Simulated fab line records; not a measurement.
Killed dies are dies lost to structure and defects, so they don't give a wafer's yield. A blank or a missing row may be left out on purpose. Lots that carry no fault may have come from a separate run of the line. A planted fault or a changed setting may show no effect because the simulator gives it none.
Which tool is to blame? + flow sky130 + Sampling: 7 lots, 21 wafers, 3 of 708 route steps

== WHAT EACH GAUGE READ, for each wafer ==
SKY_METAL1_RS_MEAS_05: uses a four-point probe to measure.
| lot  | measured     | on            | METAL1_ALCU_RS (ohm/sq) |
|------|--------------|---------------|-------------------------|
| L296 | day 32 11:26 | film-metro-04 | 0.1257 0.1260 0.1258    |
| L299 | day 33 10:08 | film-metro-04 | 0.1243 0.1246 0.1239    |
| L304 | day 35 09:51 | film-metro-03 | 0.1262 0.1284 0.1255    |
| L306 | day 35 19:25 | film-metro-03 | 0.0848 0.0841 0.0853    |
| L308 | day 36 07:17 | film-metro-02 | 0.0855 0.0846 0.0846    |
| L316 | day 38 08:39 | film-metro-04 | 0.1276 0.1248 0.1268    |
| L317 | day 39 10:52 | film-metro-02 | 0.1250 0.1243 0.1262    |

== WHICH TOOL RAN EACH LOT (tool, then ch and the chambers of the sampled wafers, then the start) ==
| lot  | SKY_CONTACT_CVD_00              | SKY_METAL1_SPUTTER_02        |
|------|---------------------------------|------------------------------|
| L296 | pecvd-03 ch 0,1, day 31 05:38   | pvd-sputter-02, day 32 11:20 |
| L299 | pecvd-03 ch 0,1,2, day 32 02:25 | pvd-sputter-01, day 33 10:01 |
| L304 | pecvd-02 ch 0,1, day 34 05:04   | pvd-sputter-01, day 35 09:45 |
| L306 | pecvd-03 ch 0,2, day 34 14:18   | pvd-sputter-01, day 35 19:17 |
| L308 | pecvd-01 ch 0,2, day 35 02:49   | pvd-sputter-01, day 36 07:11 |
| L316 | pecvd-01 ch 0,2, day 37 04:15   | pvd-sputter-03, day 38 08:34 |
| L317 | pecvd-02 ch 0,1,2, day 38 07:04 | pvd-sputter-01, day 39 10:43 |
- SKY_CONTACT_CVD_00: deposits Si3N4, target thk 75 nm.
- SKY_METAL1_SPUTTER_02: material AlCu, target thk 250 nm, time 13.3 s.

== THE ANSWER, worked out from the rows above alone ==
Rule: the lots themselves supply what counts as usual. Put in order of their means at a reading, lots are off if they are a third of the lots or fewer, leave a main group of 4 or more, and stand apart from it by a gap of 3 or more times the standard deviation of the main group's means; of several such gaps the widest counts. If all means in a main group match to the digits the tables above print for the reading, that group is not used. A lot without any number at a reading at which 4 lots or more have one is off too. The other lots that the step has rows for count as sound.
Off: L306, L308, at SKY_METAL1_RS_MEAS_05 (METAL1_ALCU_RS). The main group: mean 0.1257 ohm/sq, standard deviation 0.00088.
A tool fits if, at a process step before that reading, it ran every lot that is off, and no sound lot after the first of them. Those tools and the gauges at SKY_METAL1_RS_MEAS_05 are tried in the same way. Of those tried, none fits.

== WHAT WAS PUT IN BY THE SIMULATOR ==
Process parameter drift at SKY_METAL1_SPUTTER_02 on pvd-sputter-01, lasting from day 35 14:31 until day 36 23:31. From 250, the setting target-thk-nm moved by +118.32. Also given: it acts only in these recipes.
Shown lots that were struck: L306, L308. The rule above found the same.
